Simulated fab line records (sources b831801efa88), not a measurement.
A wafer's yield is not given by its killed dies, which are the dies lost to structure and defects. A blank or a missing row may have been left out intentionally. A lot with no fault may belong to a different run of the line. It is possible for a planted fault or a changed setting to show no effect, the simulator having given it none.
Matching of chambers | flow gf180mcu | 3 sister chambers for GF_MIM_CVD_05 on pecvd-04
The step deposits Si3N4, target thk 42 nm, time 29.086 s. 3 wafers are shown with their chamber, then 9 later ones without.

WAFERS WITH THEIR CHAMBER
wafer  | chamber | heater power w (W)
L341.1 | 0       | 439
L341.4 | 2       | 679
L341.6 | 1       | 626

WAFERS MISSING THEIR CHAMBER
wafer  | heater power w (W)
L343.2 | 460
L343.4 | 656
L343.6 | 458
L344.3 | 472
L344.4 | 620
L344.5 | 462
L345.1 | 682
L345.3 | 709
L345.4 | 684

WHICH CHAMBER EACH ONE RAN IN
wafer  | from the rows above     | in truth
L343.2 | 0                       | 0
L343.4 | can't be placed: 2 or 1 | 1
L343.6 | 0                       | 0
L344.3 | 0                       | 0
L344.4 | 1                       | 1
L344.5 | 0                       | 0
L345.1 | 2                       | 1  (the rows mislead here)
L345.3 | 2                       | 2
L345.4 | 2                       | 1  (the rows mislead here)
6 of 9 placed correctly. From these rows, 1 cannot be placed; in 1 the true chamber is one of the candidates. 2 placed wrongly.
How it was worked out, from the rows above alone: a wafer's distance from a chamber is the root of the sum, over the readings, of the square of ((its reading less the chamber's mean) divided by the reading's scatter). If the next closest chamber is less than 2 further off than the closest, the wafer can't be placed; otherwise it belongs to the closest. A chamber's mean is the mean of its shown wafers. The scatter (one wafer shown for each chamber): square how far every hidden wafer sits from the nearest shown wafer, average those squares and take the square root.
